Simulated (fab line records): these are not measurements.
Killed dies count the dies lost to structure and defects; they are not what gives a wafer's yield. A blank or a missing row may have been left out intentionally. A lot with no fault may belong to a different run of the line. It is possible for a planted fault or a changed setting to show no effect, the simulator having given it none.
Which tool is to blame? + flow sky130 + 39 wafers from 13 lots sampled at 2 of the route's 708 steps

WHAT THE GAUGES READ, wafer by wafer
SKY_GATE_OXIDE_TW_MEAS_14. Usual: GATE_OXIDE_TW 224.6, standard deviation 2.3.
| lot  | measured     | on            | GATE_OXIDE_TW     | flag |
|------|--------------|---------------|-------------------|------|
| L600 | day 14 01:49 | film metro-03 | 220.7 220.3 221.7 |      |
| L602 | day 14 21:08 | film metro-04 | 225.3 225.4 227.2 |      |
| L601 | day 14 21:34 | film metro-04 | 227.3 225.5 224.8 |      |
| L604 | day 15 08:49 | film metro-04 | 227.3 228.6 228.3 |      |
| L603 | day 15 09:06 | film metro-04 | 227.3 227.3 227.1 |      |
| L606 | day 16 11:03 | film metro-03 | 222.8 222.2 221.2 |      |
| L609 | day 17 02:57 | film metro-04 | 228.0 227.2 227.7 |      |
| L613 | day 18 14:15 | film metro-01 | 272.0 272.3 271.6 | OFF  |
| L616 | day 19 09:04 | film metro-04 | 276.5 276.9 276.5 | OFF  |
| L618 | day 20 10:38 | film metro-01 | 274.8 274.5 275.4 | OFF  |
| L619 | day 20 15:39 | film metro-01 | 225.7 225.5 223.5 |      |
| L620 | day 20 19:50 | film metro-04 | 228.6 228.8 227.8 |      |
| L622 | day 21 08:49 | film metro-01 | 224.3 223.6 224.4 |      |

EACH LOT AND THE TOOL THAT RAN IT (in order: tool; ch and the chambers of the sampled wafers; start)
| lot  | SKY_GATE_OXIDE_IMPLANT_11       |
|------|---------------------------------|
| L600 | implanter-03 ch 0, day 14 01:26 |
| L602 | implanter-04 ch 0, day 14 20:46 |
| L601 | implanter-03 ch 0, day 14 21:14 |
| L604 | implanter-03 ch 0, day 15 08:28 |
| L603 | implanter-04 ch 0, day 15 08:46 |
| L606 | implanter-04 ch 0, day 16 10:44 |
| L609 | implanter-03 ch 0, day 17 02:38 |
| L613 | implanter-04 ch 0, day 18 13:35 |
| L616 | implanter-03 ch 0, day 19 08:25 |
| L618 | implanter-03 ch 0, day 20 09:59 |
| L619 | implanter-04 ch 0, day 20 15:11 |
| L620 | implanter-04 ch 0, day 20 19:28 |
| L622 | implanter-01 ch 0, day 21 08:28 |
- SKY_GATE_OXIDE_IMPLANT_11

AS READ BY THE TOOLS THEMSELVES (means over the sampled wafers that have a number; for cases with no such wafer, the mark the record gives instead)
The record holds no such reading with a usual standard deviation.

THE ANSWER, worked out from the rows above alone
Rule: lot off if the mean of its wafers having a number is beyond 3 standard deviations from the usual mean. A lot without any number at a reading at which 4 lots or more have one is off too. Where the step has rows for the other lots, those lots are counted as sound. Order of review: gauges by route order, followed by the tools' own readings, for which a lot's mean as printed above is used. The first step at which some lot is off is used, and at that step the reading that is off furthest; a lot without a number counts as furthest.
Off: L613, L616, L618, seen at SKY_GATE_OXIDE_TW_MEAS_14 (GATE_OXIDE_TW).
If a tool, at a process step before that reading, ran all the lots that are off and no sound lot after the first of them, it fits. The gauges at SKY_GATE_OXIDE_TW_MEAS_14 are tried like those tools. No candidate that was tried fits.

WHAT THE SIMULATOR HAD INSERTED
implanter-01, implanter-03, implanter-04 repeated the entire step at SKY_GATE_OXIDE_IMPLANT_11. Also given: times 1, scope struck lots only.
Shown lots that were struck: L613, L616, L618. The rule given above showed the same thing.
